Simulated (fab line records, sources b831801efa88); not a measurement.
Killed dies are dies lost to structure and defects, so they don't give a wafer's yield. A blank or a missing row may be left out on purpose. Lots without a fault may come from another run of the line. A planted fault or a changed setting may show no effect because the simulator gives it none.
A struck lot beside a sound one | flow sky130 | 14 steps out of a route of 708
Sound: wafers L901.1, L901.2, L901.4. Struck: wafers L913.2, L913.3, L913.5. The cause comes at the end.
At each step with rows: each side's tool, then ch and its chambers, then its first start. Under that, the readings that differ: sound wafers | struck wafers | difference of the means | sigmas: that difference in standard deviations of wafers without a fault.
alike: readings whose means differ by less than 2 such deviations, and words and numbers that are the same on both sides. not compared: withheld readings, readings that some wafer has no value for, bounds like >300 that may hide the same value, and numbers for which the record gives no deviation and whose values overlap.
The two part at a step that has a row with sigmas, a row that says differs or no value, or rows on one side only. Numbers that don't overlap but have no deviation are shown without sigmas and don't part them. A reading that every wafer of one side lacks parts them only if that side has two wafers or more.

SKY_VIA1_STRIP_16: strips in O2/N2.
  sound on plasma_asher-02 ch 0,1, day 34 07:14; struck on plasma_asher-02 ch 1, day 38 02:46
  alike: drypump_motor_current_A, oes_product_au, strip_time_to_endpoint_s
  not compared: rf_hours_counter_h
then, 3 steps without rows for these wafers: SKY_VIA1_STRIP_17 (strips in post etch residue remover, time 1200 s); SKY_VIA1_CLEAN_18 (cleans in IPA, time 180 s); SKY_VIA1_CLEAN_19 (cleans in O3/DIW).
SKY_VIA1_SPUTTER_20: material TiN, target thk 20 nm, time 80 s.
  sound on pvd_sputter-03, day 34 07:52; struck on pvd_sputter-04, day 38 03:21
  alike: cathode_dc_power_W, chamber_pressure_pa, throttle_valve_pct
then, 1 step without rows for these wafers: SKY_VIA1_CVD_21 (deposits W, target thk 270 nm, time 80.902 s).
SKY_VIA1_RS_MEAS_22: measures by four-point-probe.
  sound on film_metro-04, day 34 08:01; struck on film_metro-02, day 38 03:31
  alike: VIA1_W_RS
SKY_VIA1_THK_MEAS_23: measures by xrf.
  sound on film_metro-04, day 34 08:08; struck on film_metro-02, day 38 03:38
  alike: VIA1_W_THK
SKY_VIA1_CMP_24: polishes, stops on SiO2, t overpolish 15 s, target thk 0 nm.
  sound on cmp-01 ch 0,1,2, day 34 08:11; struck on cmp-02 ch 0,2,3, day 38 03:41
  alike: motor_current_A, overpolish_run_s, time_to_endpoint_s
then, 2 steps without rows for these wafers: SKY_METAL2_SPUTTER_00 (material Ti, target thk 15 nm, time 10 s); SKY_METAL2_SPUTTER_01 (material TiN, target thk 20 nm, time 16.7 s).
SKY_METAL2_SPUTTER_02: material AlCu, target thk 250 nm, time 13.3 s.
  sound on pvd_sputter-01, day 34 08:32; struck on pvd_sputter-01, day 38 04:02
  alike: cathode_dc_power_W, chamber_pressure_pa, throttle_valve_pct
SKY_METAL2_SPUTTER_03: material Ti, target thk 5 nm, time 3.3 s.
  sound on pvd_sputter-01, day 34 08:34; struck on pvd_sputter-01, day 38 04:04
  no value came back on the struck wafers for cathode_dc_power_W (W), chamber_pressure_pa (Pa), throttle_valve_pct (%); on the sound wafers cathode_dc_power_W (W) reads 2999.5 2999.9 3000.4
SKY_METAL2_SPUTTER_04: material TiN, target thk 70 nm, time 58.3 s.
  sound on pvd_sputter-01, day 34 08:35; struck on pvd_sputter-01, day 38 04:04
  alike: cathode_dc_power_W, chamber_pressure_pa, throttle_valve_pct

WHERE THEY PART
Only at SKY_METAL2_SPUTTER_03, within this record. Later steps at which nothing parts them and some readings are alike: SKY_METAL2_SPUTTER_04.

WHY: what the simulator had put in
Skipped step whole: pvd_sputter-01, from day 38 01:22 on, at SKY_METAL2_SPUTTER_03. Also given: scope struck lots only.
